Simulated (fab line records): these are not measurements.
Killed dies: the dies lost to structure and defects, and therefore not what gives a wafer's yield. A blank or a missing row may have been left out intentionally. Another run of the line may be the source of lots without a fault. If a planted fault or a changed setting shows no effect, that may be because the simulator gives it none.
The tool behind it: which one? / flow gf180mcu / 13 lots, 39 wafers sampled, at 5 steps of a route of 602

WHAT EACH GAUGE READ, for each wafer
GF_M1_THK_MEAS_06: measures by xrf. Usual: M1_ALCU_THK 443 nm, standard deviation 5.5.
lot=L447; measured=day 15 23:02; on=film-metro-01; M1_ALCU_THK (nm)=439 448 437; flag=
lot=L449; measured=day 16 21:35; on=film-metro-03; M1_ALCU_THK (nm)=435 436 433; flag=
lot=L450; measured=day 17 05:47; on=film-metro-03; M1_ALCU_THK (nm)=436 437 436; flag=
lot=L451; measured=day 17 13:03; on=film-metro-01; M1_ALCU_THK (nm)=437 437 437; flag=
lot=L452; measured=day 18 03:28; on=film-metro-03; M1_ALCU_THK (nm)=433 436 438; flag=
lot=L457; measured=day 19 22:55; on=film-metro-03; M1_ALCU_THK (nm)=449 440 443; flag=
lot=L458; measured=day 20 06:32; on=film-metro-04; M1_ALCU_THK (nm)=438 442 444; flag=
lot=L464; measured=day 22 14:10; on=film-metro-04; M1_ALCU_THK (nm)=438 440 442; flag=
lot=L466; measured=day 23 05:02; on=film-metro-03; M1_ALCU_THK (nm)=446 441 445; flag=
lot=L467; measured=day 23 11:13; on=film-metro-04; M1_ALCU_THK (nm)=438 434 441; flag=
lot=L468; measured=day 23 17:15; on=film-metro-01; M1_ALCU_THK (nm)=441 444 436; flag=
lot=L469; measured=day 23 21:22; on=film-metro-03; M1_ALCU_THK (nm)=443 444 441; flag=
lot=L470; measured=day 24 10:40; on=film-metro-03; M1_ALCU_THK (nm)=443 446 443; flag=

GF_V1_THK_MEAS_03. Usual: V1_CVD_02_THK 851 nm, standard deviation 11.
lot=L447; measured=day 16 22:07; on=film-metro-03; V1_CVD_02_THK (nm)=823 837 844; flag=
lot=L449; measured=day 17 21:10; on=film-metro-04; V1_CVD_02_THK (nm)=837 854 844; flag=
lot=L450; measured=day 18 06:36; on=film-metro-03; V1_CVD_02_THK (nm)=838 832 853; flag=
lot=L451; measured=day 18 13:43; on=film-metro-03; V1_CVD_02_THK (nm)=839 853 845; flag=
lot=L452; measured=day 19 03:31; on=film-metro-04; V1_CVD_02_THK (nm)=832 840 833; flag=
lot=L457; measured=day 20 23:25; on=film-metro-04; V1_CVD_02_THK (nm)=844 843 856; flag=
lot=L458; measured=day 21 07:40; on=film-metro-02; V1_CVD_02_THK (nm)=847 857 861; flag=
lot=L464; measured=day 23 13:53; on=film-metro-03; V1_CVD_02_THK (nm)=839 838 848; flag=
lot=L466; measured=day 24 04:20; on=film-metro-02; V1_CVD_02_THK (nm)=856 859 859; flag=
lot=L467; measured=day 24 10:19; on=film-metro-04; V1_CVD_02_THK (nm)=856 857 869; flag=
lot=L468; measured=day 24 15:58; on=film-metro-02; V1_CVD_02_THK (nm)=836 849 869; flag=
lot=L469; measured=day 24 20:52; on=film-metro-04; V1_CVD_02_THK (nm)=852 842 857; flag=
lot=L470; measured=day 25 09:07; on=film-metro-02; V1_CVD_02_THK (nm)=859 839 863; flag=

GF_V1_RS_MEAS_24: uses a four-point probe to measure. Usual: V1_W_RS 0.323 ohm/sq, standard deviation 0.004.
lot=L447; measured=day 17 22:31; on=film-metro-03; V1_W_RS (ohm/sq)=0.315 0.320 0.318; flag=
lot=L449; measured=day 18 22:02; on=film-metro-02; V1_W_RS (ohm/sq)=0.328 0.321 0.328; flag=
lot=L450; measured=day 19 07:58; on=film-metro-03; V1_W_RS (ohm/sq)=0.320 0.326 0.321; flag=
lot=L451; measured=day 19 15:13; on=film-metro-03; V1_W_RS (ohm/sq)=0.322 0.327 0.326; flag=
lot=L452; measured=day 20 04:41; on=film-metro-02; V1_W_RS (ohm/sq)=0.322 0.324 0.318; flag=
lot=L457; measured=day 21 23:59; on=film-metro-02; V1_W_RS (ohm/sq)=0.323 0.317 0.324; flag=
lot=L458; measured=day 22 08:41; on=film-metro-04; V1_W_RS (ohm/sq)=0.313 0.316 0.316 0.313 0.316 0.317; flag=
lot=L464; measured=day 24 13:40; on=film-metro-03; V1_W_RS (ohm/sq)=0.324 0.325 0.318; flag=
lot=L466; measured=day 25 03:01; on=film-metro-04; V1_W_RS (ohm/sq)=0.324 0.330 0.322; flag=
lot=L467; measured=day 25 09:44; on=film-metro-04; V1_W_RS (ohm/sq)=0.323 0.324 0.326; flag=
lot=L468; measured=day 25 14:46; on=film-metro-03; V1_W_RS (ohm/sq)=0.322 0.331 0.328; flag=
lot=L469; measured=day 25 19:47; on=film-metro-03; V1_W_RS (ohm/sq)=0.321 0.320 0.323; flag=
lot=L470; measured=day 26 07:24; on=film-metro-04; V1_W_RS (ohm/sq)=0.319 0.323 0.324; flag=

WHICH TOOL RAN EACH LOT (tool, then ch and the chambers of the sampled wafers, then the start)
lot=L447; GF_V1_SPUTTER_21=pvd-sputter-03, day 17 22:17; GF_V1_SPUTTER_22=pvd-sputter-03, day 17 22:20
lot=L449; GF_V1_SPUTTER_21=pvd-sputter-04, day 18 21:50; GF_V1_SPUTTER_22=pvd-sputter-04, day 18 21:53
lot=L450; GF_V1_SPUTTER_21=pvd-sputter-04, day 19 07:45; GF_V1_SPUTTER_22=pvd-sputter-04, day 19 07:49
lot=L451; GF_V1_SPUTTER_21=pvd-sputter-02, day 19 15:01; GF_V1_SPUTTER_22=pvd-sputter-02, day 19 15:04
lot=L452; GF_V1_SPUTTER_21=pvd-sputter-02, day 20 04:28; GF_V1_SPUTTER_22=pvd-sputter-02, day 20 04:31
lot=L457; GF_V1_SPUTTER_21=pvd-sputter-04, day 21 23:46; GF_V1_SPUTTER_22=pvd-sputter-04, day 21 23:50
lot=L458; GF_V1_SPUTTER_21=pvd-sputter-02, day 22 08:29; GF_V1_SPUTTER_22=pvd-sputter-02, day 22 08:32
lot=L464; GF_V1_SPUTTER_21=pvd-sputter-04, day 24 13:25; GF_V1_SPUTTER_22=pvd-sputter-04, day 24 13:29
lot=L466; GF_V1_SPUTTER_21=pvd-sputter-02, day 25 02:49; GF_V1_SPUTTER_22=pvd-sputter-02, day 25 02:52
lot=L467; GF_V1_SPUTTER_21=pvd-sputter-04, day 25 09:31; GF_V1_SPUTTER_22=pvd-sputter-04, day 25 09:34
lot=L468; GF_V1_SPUTTER_21=pvd-sputter-02, day 25 14:34; GF_V1_SPUTTER_22=pvd-sputter-02, day 25 14:37
lot=L469; GF_V1_SPUTTER_21=pvd-sputter-04, day 25 19:34; GF_V1_SPUTTER_22=pvd-sputter-04, day 25 19:37
lot=L470; GF_V1_SPUTTER_21=pvd-sputter-02, day 26 07:11; GF_V1_SPUTTER_22=pvd-sputter-02, day 26 07:15
- GF_V1_SPUTTER_21: material Ti, target thk 15 nm, time 80.02 s.
- GF_V1_SPUTTER_22: material TiN, target thk 10 nm, time 40 s.

AS READ BY THE TOOLS THEMSELVES (means over the sampled wafers that have a number; for cases with no such wafer, the mark the record gives instead)
GF_V1_SPUTTER_21. Usual: substrate-temp-c 200.00 C, standard deviation 0.15; throttle-valve-pct 30.2 %, standard deviation 0.98.
lot=L447; tool=pvd-sputter-03; substrate-temp-c (C)=200.03; throttle-valve-pct (%)=29.2; flag=
lot=L449; tool=pvd-sputter-04; substrate-temp-c (C)=199.90; throttle-valve-pct (%)=30.6; flag=
lot=L450; tool=pvd-sputter-04; substrate-temp-c (C)=200.07; throttle-valve-pct (%)=30.4; flag=
lot=L451; tool=pvd-sputter-02; substrate-temp-c (C)=199.87; throttle-valve-pct (%)=30.6; flag=
lot=L452; tool=pvd-sputter-02; substrate-temp-c (C)=199.99; throttle-valve-pct (%)=31.2; flag=
lot=L457; tool=pvd-sputter-04; substrate-temp-c (C)=199.84; throttle-valve-pct (%)=30.5; flag=
lot=L458; tool=pvd-sputter-02; substrate-temp-c (C)=200.11; throttle-valve-pct (%)=31.2; flag=
lot=L464; tool=pvd-sputter-04; substrate-temp-c (C)=200.06; throttle-valve-pct (%)=30.5; flag=
lot=L466; tool=pvd-sputter-02; substrate-temp-c (C)=199.99; throttle-valve-pct (%)=30.6; flag=
lot=L467; tool=pvd-sputter-04; substrate-temp-c (C)=199.96; throttle-valve-pct (%)=30.5; flag=
lot=L468; tool=pvd-sputter-02; substrate-temp-c (C)=200.02; throttle-valve-pct (%)=31.1; flag=
lot=L469; tool=pvd-sputter-04; substrate-temp-c (C)=200.10; throttle-valve-pct (%)=30.0; flag=
lot=L470; tool=pvd-sputter-02; substrate-temp-c (C)=200.02; throttle-valve-pct (%)=30.6; flag=

GF_V1_SPUTTER_22. Usual: throttle-valve-pct reads 30.2 % (standard deviation 0.97).
lot=L447; tool=pvd-sputter-03; throttle-valve-pct (%)=29.4; flag=
lot=L449; tool=pvd-sputter-04; throttle-valve-pct (%)=30.5; flag=
lot=L450; tool=pvd-sputter-04; throttle-valve-pct (%)=30.5; flag=
lot=L451; tool=pvd-sputter-02; throttle-valve-pct (%)=30.6; flag=
lot=L452; tool=pvd-sputter-02; throttle-valve-pct (%)=31.2; flag=
lot=L457; tool=pvd-sputter-04; throttle-valve-pct (%)=30.5; flag=
lot=L458; tool=pvd-sputter-02; throttle-valve-pct (%)=31.2; flag=
lot=L464; tool=pvd-sputter-04; throttle-valve-pct (%)=30.4; flag=
lot=L466; tool=pvd-sputter-02; throttle-valve-pct (%)=30.8; flag=
lot=L467; tool=pvd-sputter-04; throttle-valve-pct (%)=30.4; flag=
lot=L468; tool=pvd-sputter-02; throttle-valve-pct (%)=31.0; flag=
lot=L469; tool=pvd-sputter-04; throttle-valve-pct (%)=30.2; flag=
lot=L470; tool=pvd-sputter-02; throttle-valve-pct (%)=30.6; flag=

THE ANSWER, worked out from the rows above alone
Rule: lot off if the mean of its wafers having a number is beyond 3 standard deviations from the usual mean. A lot without any number at a reading at which 4 lots or more have one is off too. All remaining lots with rows at the step are treated as sound. First the gauges in route order, then the tools' own readings, where a lot's mean is used as printed above. The first step at which some lot is off is used, and at that step the reading that is off furthest; a lot without a number counts as furthest.
Nothing can be told from this: no lot is off at any reading shown.

WHAT THE SIMULATOR PUT IN
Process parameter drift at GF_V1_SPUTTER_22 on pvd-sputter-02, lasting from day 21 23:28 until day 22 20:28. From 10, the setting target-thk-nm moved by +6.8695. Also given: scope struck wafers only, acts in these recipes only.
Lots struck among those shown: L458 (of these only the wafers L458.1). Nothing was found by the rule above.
